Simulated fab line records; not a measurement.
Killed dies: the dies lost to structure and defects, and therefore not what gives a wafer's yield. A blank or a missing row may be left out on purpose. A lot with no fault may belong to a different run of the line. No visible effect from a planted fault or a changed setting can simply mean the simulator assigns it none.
Struck lot and sound lot, side by side | flow gf180mcu | 12 steps out of a route of 602
Sound: the wafers L372.1, L372.5, L372.6. Wafers L379.2, L379.3, L379.5 were the ones struck. The cause is named last.
Per side, at each step with rows, come the tool, then ch with its chambers, and then its first start. Under that, the readings that differ: sound wafers | struck wafers | difference of the means | sigmas: that difference in standard deviations of wafers without a fault.
alike: a reading whose means differ by less than 2 such deviations, as well as words and numbers matching on both sides. not compared: withheld readings; readings where some wafer has no value; bounds like >300 that might hide an equal value; numbers whose values overlap and for which the record gives no deviation.
Wherever a step has rows on one side only, a row that says differs or no value, or a row with sigmas, the two part there. Numbers that don't overlap but have no deviation are shown without sigmas and don't part them. A reading missing from all wafers of one side parts the sides only when that side holds two or more wafers.

GF_STI_BOW_MEAS_00:
  sound on film_metro-04, day 2 06:00; struck on film_metro-01, day 3 17:01
  alike: INCOMING_BOW
then, 1 step without rows for these wafers: GF_STI_OXIDATION_01 (stabilise 600 s, purge 300 s, target thk 10 nm).
GF_STI_THK_MEAS_02:
  sound on film_metro-04, day 2 08:14; struck on film_metro-02, day 3 18:31
  alike: STI_OXIDATION_THK
then, 1 step without rows for these wafers: GF_STI_CVD_03 (deposits Si3N4 from DCS/NH3, target thk 207.16 nm, time 3551 s).
GF_STI_THK_MEAS_04:
  sound on film_metro-04, day 2 10:17; struck on film_metro-04, day 3 20:34
  alike: STI_CVD_03_THK
then, 5 steps without rows for these wafers: GF_STI_DEHYDRATE_05 (time 60 s); GF_STI_HMDS_06 (prime time 60 s); GF_STI_COAT_07 (resist thk 695.7 nm); GF_STI_SOFTBAKE_08 (time 60 s); GF_STI_EXPOSE_09 (exposes mask COMP, target cd 220 nm).
GF_STI_PEB_10: peb time 90 s.
  sound on litho_track-04 ch 0, day 2 22:20; struck on litho_track-03, day 4 09:38
  no value came back on the struck wafers for chill_plate_temp_C (C), exhaust_pa (Pa); on the sound wafers chill_plate_temp_C (C) reads 22.97 23.02 23.14
then, 1 step without rows for these wafers: GF_STI_DEVELOP_11 (develop time 60 s).

== WHERE THEY PART ==
Only at GF_STI_PEB_10, within this record.

WHY: whatever the simulator had introduced
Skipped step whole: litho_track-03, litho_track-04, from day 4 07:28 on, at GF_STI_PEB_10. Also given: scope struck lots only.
